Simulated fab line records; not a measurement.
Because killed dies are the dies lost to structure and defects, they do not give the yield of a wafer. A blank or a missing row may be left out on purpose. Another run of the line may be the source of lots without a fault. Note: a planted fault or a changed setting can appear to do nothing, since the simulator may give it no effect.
A struck lot beside a sound one ; flow sky130 ; 43 steps out of a route of 708
Sound: the wafers L667.1, L667.4, L667.6. Struck: wafer L686.5. (L686.2, L686.6 of the same lot were not struck and are left out.) The cause comes at the end.
At each step with rows: each side's tool, then ch and its chambers, then its first start. Under that, the readings that differ: sound wafers ; struck wafers ; difference of the means ; sigmas: that difference in standard deviations of wafers without a fault.
alike: same words and numbers on both sides, and readings whose means sit less than 2 such deviations apart. not compared: any withheld reading, any reading some wafer has no value for, any bound like >300 that may hide the same value, and any number with overlapping values for which the record gives no deviation.
Wherever a step has rows on one side only, a row that says differs or no value, or a row with sigmas, the two part there. When numbers do not overlap yet have no deviation, they are printed without sigmas and do not part them. A reading missing from all wafers of one side parts the sides only when that side holds two or more wafers.

SKY_VIA3_CD_MEAS_12: target cd 200 nm.
  sound on cd sem-01, day 40 12:14; struck on cd sem-02, day 45 20:24
  alike: cd nm
SKY_VIA3_OVL_MEAS_13:
  sound on overlay-01, day 40 12:21; struck on overlay-01, day 45 20:31
  alike: VIA3_OVL
then, 2 steps without rows for these wafers: SKY_VIA3_ETCH_14 (etches BARC in N2/H2, stops on SiO2, time 45.9 s, target depth 60 nm); SKY_VIA3_ETCH_15 (etches SiO2 in C4F8/O2/Ar, stops on TiN, target depth 507 nm, time 78 s).
SKY_VIA3_STRIP_16: strips in O2/N2.
  sound on plasma asher-01 ch 0,1, day 40 12:29; struck on plasma asher-02 ch 0, day 45 20:38
  alike: drypump motor current A, n2 flow sccm, oes product au, strip time to endpoint s
  not compared: rf hours counter h
then, 4 steps without rows for these wafers: SKY_VIA3_STRIP_17 (strips in post etch residue remover, time 1200 s); SKY_VIA3_CLEAN_18 (cleans in IPA, time 180 s); SKY_VIA3_CLEAN_19 (cleans in O3/DIW); SKY_VIA3_SPUTTER_20 (material TiN, target thk 20 nm, time 80 s).
SKY_VIA3_CVD_21: deposits W, target thk 390 nm, time 117.31 s.
  sound on cvd w-02 ch 0,1, day 40 13:09; struck on cvd w-02 ch 0, day 45 21:17
  alike: heater power w
SKY_VIA3_RS_MEAS_22: measures by four-point-probe.
  sound on film metro-03, day 40 13:16; struck on film metro-03, day 45 21:26
  alike: VIA3_W_RS
SKY_VIA3_THK_MEAS_23: measures by xrf.
  sound on film metro-03, day 40 13:23; struck on film metro-03, day 45 21:32
  alike: VIA3_W_THK
SKY_VIA3_CMP_24: polishes, stops on SiO2, t overpolish 20 s, target thk 0 nm.
  sound on cmp-02 ch 0,2,3, day 40 13:27; struck on cmp-01 ch 0, day 45 21:41
  alike: motor current A, overpolish run s, time to endpoint s
SKY_METAL4_SPUTTER_00: material Ti, target thk 15 nm, time 10 s.
  sound on pvd sputter-02, day 40 13:45; struck on pvd sputter-02, day 45 21:53
  alike: throttle valve pct
then, 4 steps without rows for these wafers: SKY_METAL4_SPUTTER_01 (material TiN, target thk 20 nm, time 16.7 s); SKY_METAL4_SPUTTER_02 (material AlCu, target thk 735 nm, time 39.1 s); SKY_METAL4_SPUTTER_03 (material Ti, target thk 5 nm, time 3.3 s); SKY_METAL4_SPUTTER_04 (material TiN, target thk 70 nm, time 58.3 s).
SKY_CAP2M_CVD_00: deposits SiO2, target thk 15.5 nm.
  sound on pecvd-04 ch 1,2, day 40 13:55; struck on pecvd-03 ch 2, day 45 22:03
  alike: heater power w
SKY_CAP2M_THK_MEAS_01:
  sound on film metro-02, day 40 13:56; struck on film metro-02, day 45 22:05
  alike: CAP2M_CVD_00_THK
then, 1 step without rows for these wafers: SKY_CAP2M_SPUTTER_02 (material TiN, target thk 200 nm, time 166.7 s).
SKY_CAP2M_RS_MEAS_03: measures by four-point-probe.
  sound on film metro-03, day 40 14:06; struck on film metro-02, day 45 22:16
  alike: CAP2M_TIN_RS
SKY_CAP2M_THK_MEAS_04: measures by xrf.
  sound on film metro-03, day 40 14:13; struck on film metro-02, day 45 22:22
  alike: CAP2M_TIN_THK
then, 7 steps without rows for these wafers: SKY_CAP2M_DEHYDRATE_05 (time 60 s); SKY_CAP2M_HMDS_06 (prime time 60 s); SKY_CAP2M_COAT_07 (resist thk 1140 nm); SKY_CAP2M_SOFTBAKE_08 (time 60 s); SKY_CAP2M_EXPOSE_09 (exposes mask CAP2M, target cd 1000 nm); SKY_CAP2M_PEB_10; SKY_CAP2M_DEVELOP_11 (develop time 60 s).
SKY_CAP2M_OVL_MEAS_12:
  sound on overlay-02, day 41 13:51; struck on overlay-01, day 46 19:05
  alike: CAP2M_OVL
SKY_CAP2M_METAL_ETCH_13: etches TiN in Cl2/BCl3, stops on SiO2, target depth 220 nm, time 62.9 s.
  sound on rie metal-03 ch 0,1, day 41 13:53; struck on rie metal-01 ch 0, day 46 19:07
  alike: drypump motor current A, oes product au, throttle valve pct
  not compared: rf hours counter h
then, 10 steps without rows for these wafers: SKY_CAP2M_STRIP_14 (strips in O2/N2); SKY_CAP2M_STRIP_15 (strips in post etch residue remover, time 1200 s); SKY_CAP2M_CLEAN_16 (cleans in IPA, time 180 s); SKY_CAP2M_CLEAN_17 (cleans in O3/DIW); SKY_METAL4_DEHYDRATE_05 (time 60 s); SKY_METAL4_HMDS_06 (prime time 60 s); SKY_METAL4_COAT_07 (resist thk 60 nm); SKY_METAL4_COAT_08 (resist thk 1140 nm); SKY_METAL4_SOFTBAKE_09 (time 90 s); SKY_METAL4_EXPOSE_10 (exposes mask MM4, target cd 300 nm).
-- the record jumps here: 4 days lie between the struck wafers' starts before and after (it left off in module METAL4 and takes up again in module PAD_OPEN, whose first step shown is number 708 of the route) --
SKY_PAD_OPEN_PROBE_99:
  sound on prober-02, day 46 12:15; struck on prober-02, day 50 21:31
reading;sound;struck;difference;sigmas
defect limited yield (%);83.3 80.5 85.2;52.4;-30.6;-17
killed_at_M0_to_M3;39 45 30;195;+157;+25
killed at other;1 0 0;2;+2;+2
killed dies;82 96 73;234;+150;+17
killed on rim;19 25 13;47;+28;+8
sort_bin_3_pad_short (%);1.2 1.4 0.6;2.4;+1.3;+3
sort_bin_5_function (%);9.6 11.2 9.1;30.1;+20.1;+14
sort_bin_6_memory (%);5.9 6.9 5.1;15.0;+9.0;+8
sort n pass;410 396 419;258;-150;-17
sort yield pct (%);83.3 80.5 85.2;52.4;-30.6;-17
model.etest.tester.sort n pass;410 396 419;258;-150;
model.etest.tester.sort yield pct (%);83.33 80.49 85.16;52.44;-30.55;
model.etest.tester.sort_bin_5_pct (%);9.553 11.18 9.146;30.08;+20.12;
model.etest.tester.sort_bin_6_pct (%);5.894 6.911 5.081;15.04;+9.08;
model.etest.tester.sort_bin_3_pct (%);1.22 1.423 0.6098;2.439;+1.355;
  alike: killed_at_M4_up, killed at contacts, killed at front end, killed open, killed short

WHERE THEY PART
Only at SKY_PAD_OPEN_PROBE_99, as far as this record shows.

WHY: the cause the simulator had injected
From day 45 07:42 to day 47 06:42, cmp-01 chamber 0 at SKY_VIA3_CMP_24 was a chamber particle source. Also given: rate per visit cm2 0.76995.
